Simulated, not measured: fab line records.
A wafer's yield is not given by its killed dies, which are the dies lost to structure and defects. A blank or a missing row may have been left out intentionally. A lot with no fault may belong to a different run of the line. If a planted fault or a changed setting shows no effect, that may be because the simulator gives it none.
fab line records -- flow sky130
record: lots: 11, wafers: 33, lastDay: 50
route steps=708 shown METAL3@569 CAP2M@615 VIA4@639 PAD_OPEN@708
lots that met no fault: taken from a fault-free run of the same line
startH: hours from the record's opening day to when the first of the lot's shown wafers began -- waitH: time in hours since the lot's previous step -- " same as the row above -- L1.1+2: several wafers, shown together as one row -- - no value present, or no start provided -- * or withheld: withheld -- < > ~ a bound
route shown NAME@n: names a module that has steps shown in the file, with the first one's number in the route -- usual: average and standard deviation across the fault-free wafers -- same: alike in all rows -- chamber/n: place in a boat -- sites: each site's reading -- _std_site: how widely they spread, as a standard deviation -- _edge_site: the outer-site mean with the inner-site mean subtracted -- radiusMm: for every site, how far away it sits from the centre of the wafer -- mask NAME#n: copy n -- behind: tool/chamber where the wafer was last shaped -- hold: why the lot went on hold/how many hours it stayed there/how the hold came to an end -- device: the n, p or np transistor that did not switch -- end of line: tests of these same wafers at the route's end -- a step without rows: its recipe alone -- killed: dies that structure and defects cost at the first sort, which is not the same as the wafer's yield -- map: the dies of a wafer, with x for killed, . for not killed, _ for no die there
set.NAME: the setting as run; set.NAME@STEP: as run at that earlier step -- model.NAME: the simulator's own value behind a step, which no gauge read
a sample of lots followed through the steps of the route, with each step as a table and each wafer as a row
services: when a tool's chamber went out of use (startH, in hours from the record's first day, below 0 if earlier), for how many hours, and the reason
== steps ==
step: SKY_METAL3_STRIP_19
recipe: chemistry: O2/N2, powerW: 1400, pressureMtorr: 1500, platenTempC: withheld, o2FlowSccm: 3000, n2FlowSccm: 300, overashFraction: 0.5
usual: chamberPressureMTorr: 1499.8/1.3, drypumpMotorCurrentA: 5.2/0.34, oesProductAu: 0.505/0.0061, stripTimeToEndpointS: 6.59/0.062
lot.wafer,tool,chamber,startH,waitH,chamberPressureMTorr,drypumpMotorCurrentA,oesProductAu,rfHoursCounterH,stripTimeToEndpointS
L941.3,plasmaAsher-03,1,909.57,0.1,1498.3,5.3,0.508,-,6.54
L941.5,plasmaAsher-03,0,909.57,0.1,1499.3,6.1,0.509,-,6.64
L941.6,plasmaAsher-03,1,909.57,0.1,1502.1,5.3,0.493,-,6.52
L942.2,plasmaAsher-02,0,909.66,0.1,1499.4,5.0,0.501,111,6.49
L942.3,plasmaAsher-02,1,909.66,0.1,1499.2,5.7,0.494,-,6.42
L942.5,plasmaAsher-02,0,909.66,0.1,1500.4,5.0,0.500,-,6.55
L943.1,plasmaAsher-02,1,919.49,0.1,1500.3,5.7,0.508,112,6.59
L943.3,plasmaAsher-02,0,919.49,0.1,1497.9,5.0,0.500,-,6.63
L943.4,plasmaAsher-02,1,919.49,0.1,1501.0,5.7,0.505,-,6.57
L947.1,plasmaAsher-01,1,951.66,0.1,1501.6,5.0,0.496,54,6.55
L947.2,plasmaAsher-01,0,951.66,0.1,1502.3,5.0,0.503,54,6.52
L947.5,plasmaAsher-01,1,951.66,0.1,1495.4,5.0,0.503,-,6.56
L950.3,plasmaAsher-01,0,960.85,0.1,1501.3,5.1,0.507,-,6.56
L950.5,plasmaAsher-01,1,960.85,0.1,1500.6,5.0,0.503,-,6.63
L950.6,plasmaAsher-01,0,960.85,0.1,1498.1,5.1,0.501,-,6.57
L951.1,plasmaAsher-01,1,964.06,0.4,1501.7,5.0,0.509,55,6.54
L951.2,plasmaAsher-01,0,964.06,0.4,1498.9,5.1,0.507,55,6.55
L951.3,plasmaAsher-01,1,964.06,0.4,1497.7,5.0,0.509,-,6.57
L955.2,plasmaAsher-03,1,992.10,0.1,1498.1,5.3,0.496,22,6.57
L955.4,plasmaAsher-03,1,992.10,0.1,1498.1,5.3,0.506,-,6.56
L955.6,plasmaAsher-03,1,992.10,0.1,1500.0,5.3,0.508,-,6.65
L954.1,plasmaAsher-02,1,995.84,0.1,1500.8,5.7,0.501,120,6.51
L954.2,plasmaAsher-02,0,995.84,0.1,1499.0,4.9,0.501,120,6.54
L954.5,plasmaAsher-02,1,995.84,0.1,1500.1,5.7,0.502,-,6.51
L960.1,plasmaAsher-01,1,1030.19,0.1,1500.0,5.0,0.494,62,6.52
L960.2,plasmaAsher-01,0,1030.19,0.1,1499.4,5.1,0.505,62,6.55
L960.6,plasmaAsher-01,0,1030.19,0.1,1501.0,5.1,0.497,-,6.58
L961.1,plasmaAsher-02,0,1032.84,0.1,1499.3,4.9,0.506,125,6.60
L961.2,plasmaAsher-02,1,1032.84,0.1,1499.5,5.7,0.499,125,6.62
L961.4,plasmaAsher-02,1,1032.84,0.1,1501.9,5.7,0.513,-,6.60
L963.3,plasmaAsher-01,0,1054.26,0.2,1498.5,5.1,0.500,-,6.57
L963.5,plasmaAsher-01,1,1054.26,0.2,1499.5,5.0,0.509,-,6.54
L963.6,plasmaAsher-01,0,1054.26,0.2,1499.6,5.1,0.503,-,6.58
step: SKY_CAP2M_OVL_MEAS_12
usual: CAP2M_OVL: -0.7/1.7
lot.wafer,tool,chamber,startH,waitH,CAP2M_OVL[nm]
L941.3,overlay-01,-,960.97,0.1,-2.1
L941.5,overlay-01,-,960.97,0.1,-2.8
L941.6,overlay-01,-,960.97,0.1,-3.1
L942.2,overlay-01,-,961.27,0.1,-1.9
L942.3,overlay-01,-,961.27,0.1,-2.6
L942.5,overlay-01,-,961.27,0.1,-1.6
L943.1,overlay-02,-,970.52,0.1,-4.1
L943.3,overlay-02,-,970.52,0.1,-4.1
L943.4,overlay-02,-,970.52,0.1,-3.4
L947.1,overlay-02,-,1000.92,0.1,0.5
L947.2,overlay-02,-,1000.92,0.1,1.1
L947.5,overlay-02,-,1000.92,0.1,0.1
L950.3,overlay-01,-,1012.43,0.1,-1.4
L950.5,overlay-01,-,1012.43,0.1,-2.3
L950.6,overlay-01,-,1012.43,0.1,-0.7
L951.1,overlay-01,-,1014.17,0.1,0.6
L951.2,overlay-01,-,1014.17,0.1,0.1
L951.3,overlay-01,-,1014.17,0.1,0.0
L955.2,overlay-02,-,1040.27,0.1,-2.3
L955.4,overlay-02,-,1040.27,0.1,0.0
L955.6,overlay-02,-,1040.27,0.1,-1.5
L954.1,overlay-02,-,1044.07,0.1,-2.5
L954.2,overlay-02,-,1044.07,0.1,-1.0
L954.5,overlay-02,-,1044.07,0.1,-2.5
L960.1,overlay-02,-,1076.51,0.1,-2.0
L960.2,overlay-02,-,1076.51,0.1,0.6
L960.6,overlay-02,-,1076.51,0.1,-2.0
L961.1,overlay-01,-,1078.62,0.1,0.1
L961.2,overlay-01,-,1078.62,0.1,1.5
L961.4,overlay-01,-,1078.62,0.1,1.0
L963.3,overlay-02,-,1098.92,0.1,-0.3
L963.5,overlay-02,-,1098.92,0.1,-1.4
L963.6,overlay-02,-,1098.92,0.1,-1.5
step: SKY_VIA4_HDPCVD_00
recipe: material: SiO2, targetThkNm: 1750, sigmaOpenFrac: 0.3, timeS: 291.7, tempC: 400, sih4FlowSccm: 60, pressureMtorr: 6
usual: sih4FlowSccm: 60.00/0.2, susceptorTempC: 400.00/0.22
lot.wafer,tool,chamber,startH,waitH,sih4FlowSccm,susceptorTempC
L941.3,hdpcvd-02,2,986.95,0.1,59.99,400.02
L941.5,hdpcvd-02,0,986.95,0.1,60.06,399.95
L941.6,hdpcvd-02,2,986.95,0.1,60.10,399.75
L942.2,hdpcvd-02,2,987.87,0.0,59.92,400.09
L942.3,hdpcvd-02,0,987.87,0.0,60.29,399.73
L942.5,hdpcvd-02,0,987.87,0.0,59.77,400.11
L943.1,hdpcvd-01,1,995.59,0.0,59.91,400.37
L943.3,hdpcvd-01,0,995.59,0.0,60.09,400.21
L943.4,hdpcvd-01,0,995.59,0.0,60.02,399.53
L947.1,hdpcvd-02,1,1025.99,0.0,59.76,399.98
L947.2,hdpcvd-02,0,1025.99,0.0,60.03,400.00
L947.5,hdpcvd-02,2,1025.99,0.0,59.95,400.07
L950.3,hdpcvd-02,1,1037.09,0.0,60.10,400.02
L950.5,hdpcvd-02,1,1037.09,0.0,60.07,400.09
L950.6,hdpcvd-02,0,1037.09,0.0,60.05,400.12
L951.1,hdpcvd-02,0,1039.05,0.0,59.54,399.87
L951.2,hdpcvd-02,2,1039.05,0.0,60.07,400.14
L951.3,hdpcvd-02,1,1039.05,0.0,60.33,399.97
L955.2,hdpcvd-01,0,1063.72,0.0,59.92,400.02
L955.4,hdpcvd-01,0,1063.72,0.0,60.08,399.98
L955.6,hdpcvd-01,0,1063.72,0.0,59.93,400.15
L954.1,hdpcvd-01,1,1066.93,0.0,59.90,399.97
L954.2,hdpcvd-01,0,1066.93,0.0,59.95,400.21
L954.5,hdpcvd-01,0,1066.93,0.0,59.91,400.19
L960.1,hdpcvd-02,0,1098.57,0.0,59.80,400.15
L960.2,hdpcvd-02,2,1098.57,0.0,72.22,400.21
L960.6,hdpcvd-02,1,1098.57,0.0,60.21,400.08
L961.1,hdpcvd-02,2,1100.37,0.0,72.10,399.66
L961.2,hdpcvd-02,0,1100.37,0.0,59.79,400.28
L961.4,hdpcvd-02,0,1100.37,0.0,59.69,400.10
L963.3,hdpcvd-01,1,1120.74,0.0,59.83,399.85
L963.5,hdpcvd-01,2,1120.74,0.0,60.10,399.90
L963.6,hdpcvd-01,1,1120.74,0.0,60.06,399.73
step: SKY_VIA4_THK_MEAS_01
recipe: reads: SiO2_of_VIA4_HDPCVD_00
usual: VIA4_HDPCVD_THK: 1747/18
lot.wafer,tool,chamber,startH,waitH,VIA4_HDPCVD_THK[nm]
L941.3,filmMetro-03,-,987.15,0.1,1768
L941.5,filmMetro-03,-,987.15,0.1,1785
L941.6,filmMetro-03,-,987.15,0.1,1777
L942.2,filmMetro-01,-,988.15,0.2,1754
L942.3,filmMetro-01,-,988.15,0.2,1762
L942.5,filmMetro-01,-,988.15,0.2,1765
L943.1,filmMetro-04,-,995.77,0.1,1721
L943.3,filmMetro-04,-,995.77,0.1,1764
L943.4,filmMetro-04,-,995.77,0.1,1747
L947.1,filmMetro-04,-,1026.17,0.1,1794
L947.2,filmMetro-04,-,1026.17,0.1,1750
L947.5,filmMetro-04,-,1026.17,0.1,1769
L950.3,filmMetro-04,-,1037.29,0.1,1788
L950.5,filmMetro-04,-,1037.29,0.1,1777
L950.6,filmMetro-04,-,1037.29,0.1,1786
L951.1,filmMetro-04,-,1039.23,0.1,1760
L951.2,filmMetro-04,-,1039.23,0.1,1762
L951.3,filmMetro-04,-,1039.23,0.1,1751
L955.2,filmMetro-01,-,1064.00,0.2,1716
L955.4,filmMetro-01,-,1064.00,0.2,1740
L955.6,filmMetro-01,-,1064.00,0.2,1724
L954.1,filmMetro-01,-,1067.20,0.2,1743
L954.2,filmMetro-01,-,1067.20,0.2,1755
L954.5,filmMetro-01,-,1067.20,0.2,1722
L960.1,filmMetro-04,-,1098.75,0.1,1769
L960.2,filmMetro-04,-,1098.75,0.1,2089
L960.6,filmMetro-04,-,1098.75,0.1,1751
L961.1,filmMetro-01,-,1100.55,0.1,2108
L961.2,filmMetro-01,-,1100.55,0.1,1728
L961.4,filmMetro-01,-,1100.55,0.1,1738
L963.3,filmMetro-04,-,1120.94,0.1,1737
L963.5,filmMetro-04,-,1120.94,0.1,1729
L963.6,filmMetro-04,-,1120.94,0.1,1717
step: SKY_VIA4_THK_MEAS_20
recipe: thkMeasGauge: xrf, reads: W_of_VIA4_CVD_18
usual: VIA4_W_THK: 517/6.8
lot.wafer,tool,chamber,startH,waitH,VIA4_W_THK[nm]
L941.3,filmMetro-04,-,1011.72,0.1,514
L941.5,filmMetro-04,-,1011.72,0.1,511
L941.6,filmMetro-04,-,1011.72,0.1,509
L942.2,filmMetro-01,-,1012.01,0.1,524
L942.3,filmMetro-01,-,1012.01,0.1,521
L942.5,filmMetro-01,-,1012.01,0.1,518
L943.1,filmMetro-03,-,1020.55,0.1,519
L943.3,filmMetro-03,-,1020.55,0.1,518
L943.4,filmMetro-03,-,1020.55,0.1,525
L947.1,filmMetro-03,-,1049.62,0.1,524
L947.2,filmMetro-03,-,1049.62,0.1,533
L947.5,filmMetro-03,-,1049.62,0.1,526
L950.3,filmMetro-01,-,1059.40,0.1,519
L950.5,filmMetro-01,-,1059.40,0.1,524
L950.6,filmMetro-01,-,1059.40,0.1,518
L951.1,filmMetro-04,-,1062.13,0.1,519
L951.2,filmMetro-04,-,1062.13,0.1,517
L951.3,filmMetro-04,-,1062.13,0.1,522
L955.2,filmMetro-04,-,1086.47,0.1,523
L955.4,filmMetro-04,-,1086.47,0.1,519
L955.6,filmMetro-04,-,1086.47,0.1,517
L954.1,filmMetro-01,-,1089.95,0.1,509
L954.2,filmMetro-01,-,1089.95,0.1,512
L954.5,filmMetro-01,-,1089.95,0.1,513
L960.1,filmMetro-04,-,1119.71,0.1,515
L960.2,filmMetro-04,-,1119.71,0.1,512
L960.6,filmMetro-04,-,1119.71,0.1,521
L961.1,filmMetro-01,-,1120.74,0.1,512
L961.2,filmMetro-01,-,1120.74,0.1,521
L961.4,filmMetro-01,-,1120.74,0.1,523
L963.3,filmMetro-04,-,1141.49,0.1,511
L963.5,filmMetro-04,-,1141.49,0.1,509
L963.6,filmMetro-04,-,1141.49,0.1,503
step: SKY_PAD_OPEN_PROBE_99
usual: defectLimitedYield: 82.4/2.1, killed_at_M0_to_M3: 44/7.3, killed_at_M4_up: 3.0/1.9, killedAtContacts: 24/5, killedAtFrontEnd: 16/4.5, killedAtOther: 0.3/0.46, killedDies: 87/10, killedOnRim: 17/3.5, killedOpen: 47/8.3, killedShort: 39/6.4, sort_bin_3_pad_short: 0.8/0.43, sort_bin_5_function: 10.5/1.6, sort_bin_6_memory: 6.3/1.1, sortNPass: 405/10, sortYieldPct: 82.4/2.1
same: grossDies: 492, killedAtBackSide: 0, sort_bin_4_leakage[%]: 0, sort_bin_8_speed[%]: 0
lot.wafer,tool,chamber,startH,waitH,defectLimitedYield[%],killed_at_M0_to_M3,killed_at_M4_up,killedAtContacts,killedAtFrontEnd,killedAtOther,killedDies,killedOnRim,killedOpen,killedShort,sort_bin_3_pad_short[%],sort_bin_5_function[%],sort_bin_6_memory[%],sortNPass,sortYieldPct[%]
L941.3,prober-01,-,1081.39,0.2,81.1,47,4,16,26,0,93,18,46,47,1.2,11.6,6.1,399,81.1
L941.5,prober-01,-,1081.49,0.2,79.9,52,2,30,15,0,99,19,64,35,0.4,11.8,7.9,393,79.9
L941.6,prober-01,-,1081.54,0.2,79.7,50,6,35,9,0,100,20,58,42,0.8,11.8,7.7,392,79.7
L943.1,prober-01,-,1088.75,0.1,79.5,47,4,26,23,1,101,18,47,54,0.6,12.6,7.3,391,79.5
L943.3,prober-01,-,1088.85,0.2,78.3,59,6,27,15,0,107,23,49,58,1.8,12.6,7.3,385,78.3
L943.4,prober-01,-,1088.90,0.2,82.5,43,2,21,19,1,86,16,44,42,0.2,10.4,6.9,406,82.5
L947.1,prober-02,-,1115.58,0.1,83.5,50,2,20,9,0,81,21,34,47,0.6,9.6,6.3,411,83.5
L947.2,prober-02,-,1115.63,0.1,81.3,44,6,27,15,0,92,16,51,41,0.2,10.2,8.3,400,81.3
L947.5,prober-02,-,1115.78,0.2,89.2,29,0,15,8,1,53,10,33,20,0.2,7.9,2.6,439,89.2
L951.1,prober-01,-,1127.10,0.1,81.9,52,6,18,13,0,89,17,49,40,0.6,11.6,5.9,403,81.9
L951.2,prober-01,-,1127.15,0.1,83.3,40,4,29,9,0,82,18,45,37,0.4,10.4,5.9,410,83.3
L951.3,prober-01,-,1127.20,0.2,81.1,43,6,26,17,1,93,17,56,37,0.4,12.2,6.3,399,81.1
L960.1,prober-02,-,1177.78,0.1,82.9,43,8,17,16,0,84,14,42,42,0.8,10.4,5.9,408,82.9
L960.2,prober-02,-,1177.83,0.1,82.1,36,3,26,23,0,88,14,53,35,1.0,10.4,6.5,404,82.1
L960.6,prober-02,-,1178.03,0.2,83.7,43,3,18,16,0,80,10,48,32,0.4,10.0,5.9,412,83.7
L963.3,prober-01,-,1195.79,0.2,82.1,45,0,25,18,0,88,17,47,41,0.8,9.8,7.3,404,82.1
L963.5,prober-01,-,1195.89,0.2,82.9,38,4,21,20,1,84,15,47,37,1.0,8.3,7.7,408,82.9
L963.6,prober-01,-,1195.94,0.2,78.9,46,2,34,22,0,104,25,61,43,1.2,13.0,6.9,388,78.9
killed by level:class
L941.3 VIA1:geometricParticle:open=10 FIELD_ISO:geometricParticle:short=9 VIA1:geometricParticle:short=9 FIELD_ISO:geometricParticle:open=8 METAL2:geometricParticle:short=8 CONTACT:geometricParticle:open=8 POLY_GATE:geometricParticle:short=4 LI_CONTACT:geometricParticle:open=4
L941.5 VIA1:geometricParticle:open=15 CONTACT:geometricParticle:open=13 VIA3:geometricParticle:open=10 LI_CONTACT:geometricParticle:open=8 VIA1:geometricParticle:short=5 CONTACT:geometricParticle:short=5 VIA2:geometricParticle:open=5 FIELD_ISO:geometricParticle:short=4
L941.6 CONTACT:geometricParticle:open=21 VIA1:geometricParticle:open=10 VIA1:geometricParticle:short=10 LI_CONTACT:geometricParticle:open=6 CONTACT:geometricParticle:short=6 VIA2:geometricParticle:open=6 METAL1:geometricParticle:short=5 VIA3:geometricParticle:short=5
L943.1 VIA1:geometricParticle:short=11 CONTACT:geometricParticle:open=11 FIELD_ISO:geometricParticle:short=8 VIA1:geometricParticle:open=8 VIA2:geometricParticle:short=5 VIA2:geometricParticle:open=5 CONTACT:geometricParticle:short=5 METAL2:geometricParticle:short=5
L943.3 VIA1:geometricParticle:open=12 VIA1:geometricParticle:short=9 CONTACT:geometricParticle:open=8 VIA3:geometricParticle:open=8 METAL1:geometricParticle:short=7 POLY_GATE:geometricParticle:short=6 LI_CONTACT:geometricParticle:short=6 LI_CONTACT:geometricParticle:open=6
L943.4 VIA1:geometricParticle:open=8 LI_CONTACT:geometricParticle:open=6 CONTACT:geometricParticle:open=6 METAL2:geometricParticle:short=6 FIELD_ISO:geometricParticle:short=5 VIA2:geometricParticle:open=5 VIA3:geometricParticle:open=5 POLY_GATE:geometricParticle:open=4
L947.1 METAL1:geometricParticle:short=9 VIA2:geometricParticle:open=9 VIA1:geometricParticle:open=8 METAL2:geometricParticle:short=8 CONTACT:geometricParticle:open=6 LOCAL_INTERCONNECT:geometricParticle:short=5 METAL3:geometricParticle:short=4 VIA1:geometricParticle:short=4
L947.2 LI_CONTACT:geometricParticle:open=10 METAL1:geometricParticle:short=9 CONTACT:geometricParticle:open=8 VIA3:geometricParticle:open=7 VIA2:geometricParticle:open=6 METAL2:geometricParticle:short=5 POLY_GATE:geometricParticle:open=5 VIA1:geometricParticle:open=5
L947.5 VIA1:geometricParticle:open=9 CONTACT:geometricParticle:open=6 METAL1:geometricParticle:short=5 LI_CONTACT:geometricParticle:open=4 VIA2:geometricParticle:open=4 LOCAL_INTERCONNECT:geometricParticle:short=4 VIA3:geometricParticle:open=4 METAL2:geometricParticle:short=3
L951.1 VIA1:geometricParticle:open=10 VIA2:geometricParticle:open=10 CONTACT:geometricParticle:open=8 METAL1:geometricParticle:short=8 METAL2:geometricParticle:short=7 LI_CONTACT:geometricParticle:open=6 VIA1:geometricParticle:short=5 METAL4:geometricParticle:short=4
L951.2 CONTACT:geometricParticle:open=13 VIA1:geometricParticle:open=9 CONTACT:geometricParticle:short=7 METAL2:geometricParticle:short=6 VIA3:geometricParticle:open=6 VIA2:geometricParticle:open=6 METAL3:geometricParticle:short=5 METAL4:geometricParticle:short=4
L951.3 VIA1:geometricParticle:open=11 LI_CONTACT:geometricParticle:open=9 CONTACT:geometricParticle:open=9 VIA3:geometricParticle:open=8 VIA3:geometricParticle:short=7 FIELD_ISO:geometricParticle:open=6 VIA2:geometricParticle:short=5 POLY_GATE:geometricParticle:open=4
L960.1 CONTACT:geometricParticle:open=8 VIA3:geometricParticle:open=8 VIA1:geometricParticle:open=8 METAL4:geometricParticle:short=8 POLY_GATE:geometricParticle:open=6 METAL1:geometricParticle:short=5 VIA1:geometricParticle:short=5 VIA2:geometricParticle:short=5
L960.2 LI_CONTACT:geometricParticle:open=10 VIA1:geometricParticle:open=10 CONTACT:geometricParticle:open=8 POLY_GATE:geometricParticle:open=7 POLY_GATE:geometricParticle:short=7 METAL2:geometricParticle:short=5 VIA2:geometricParticle:open=4 CONTACT:geometricParticle:short=4
L960.6 VIA1:geometricParticle:open=22 CONTACT:geometricParticle:open=6 CONTACT:geometricParticle:short=6 VIA3:geometricParticle:open=4 POLY_GATE:geometricParticle:open=4 VIA1:geometricParticle:short=4 FIELD_ISO:geometricParticle:short=3 FIELD_ISO:geometricParticle:open=3
L963.3 VIA1:geometricParticle:open=10 LI_CONTACT:geometricParticle:open=8 VIA2:geometricParticle:open=8 POLY_GATE:geometricParticle:open=7 LOCAL_INTERCONNECT:geometricParticle:short=7 VIA3:geometricParticle:open=6 POLY_GATE:geometricParticle:short=5 VIA1:geometricParticle:short=5
L963.5 FIELD_ISO:geometricParticle:open=8 CONTACT:geometricParticle:open=8 VIA1:geometricParticle:open=8 LI_CONTACT:geometricParticle:open=6 METAL1:geometricParticle:short=6 VIA2:geometricParticle:open=6 POLY_GATE:geometricParticle:short=5 LOCAL_INTERCONNECT:geometricParticle:short=4
L963.6 CONTACT:geometricParticle:open=12 VIA1:geometricParticle:open=11 VIA3:geometricParticle:open=8 CONTACT:geometricParticle:short=7 VIA1:geometricParticle:short=7 FIELD_ISO:geometricParticle:open=6 LI_CONTACT:geometricParticle:open=6 VIA2:geometricParticle:open=6
== services ==
tool,chamber,startH,hours,kind
plasmaAsher-03,-,889.36,1.4,repair
plasmaAsher-01,-,916.76,1.6,repair
hdpcvd-01,-,950.25,15.0,pm
hdpcvd-01,0,950.25,15.0,ventCycle
hdpcvd-01,1,950.25,15.0,ventCycle
hdpcvd-01,2,950.25,15.0,ventCycle
hdpcvd-02,1,968.31,22.0,repair
plasmaAsher-02,-,974.25,0.9,repair
hdpcvd-01,2,975.84,4.9,repair
plasmaAsher-03,-,1006.89,6.4,repair
plasmaAsher-01,-,1012.34,2.8,pm
plasmaAsher-03,-,1013.32,2.8,pm
plasmaAsher-03,-,1017.33,1.6,repair
plasmaAsher-03,-,1018.53,10.4,repair
plasmaAsher-03,-,1040.47,14.6,pm
plasmaAsher-02,-,1045.63,14.6,pm
hdpcvd-02,0,1049.06,4.8,repair
hdpcvd-01,2,1058.02,5.1,repair
plasmaAsher-02,-,1060.23,9.0,pm
hdpcvd-01,2,1063.26,13.0,repair
hdpcvd-02,-,1072.59,5.5,pm
plasmaAsher-02,-,1084.42,4.3,pm
plasmaAsher-03,-,1084.63,0.3,repair
hdpcvd-01,0,1098.48,2.7,repair
== key ==
firstSign: step: SKY_VIA4_HDPCVD_00, reading: sih4FlowSccm, direction: up, sigmas: 61, usual: 60.00, struck: 72.16
effect: step: SKY_VIA4_THK_MEAS_01, reading: VIA4_HDPCVD_THK, direction: up, sigmas: 19, usual: 1747, struck: 2098
metAt SKY_VIA4_HDPCVD_00
struckLots L960,L961
struckWafers L960.2,L961.1
notActingAt SKY_METAL3_STRIP_19,SKY_CAP2M_OVL_MEAS_12,SKY_VIA4_THK_MEAS_20
onsetBetween 1039.05 1098.57
fault: kind: processParameterDrift, tool: hdpcvd-02, chamber: 2, onsetH: 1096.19, steps: SKY_VIA4_HDPCVD_00, channel: sih4FlowSccm, offset: 12, shape: step, endH: 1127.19, actsIn: theseRecipesOnly, stated: 60
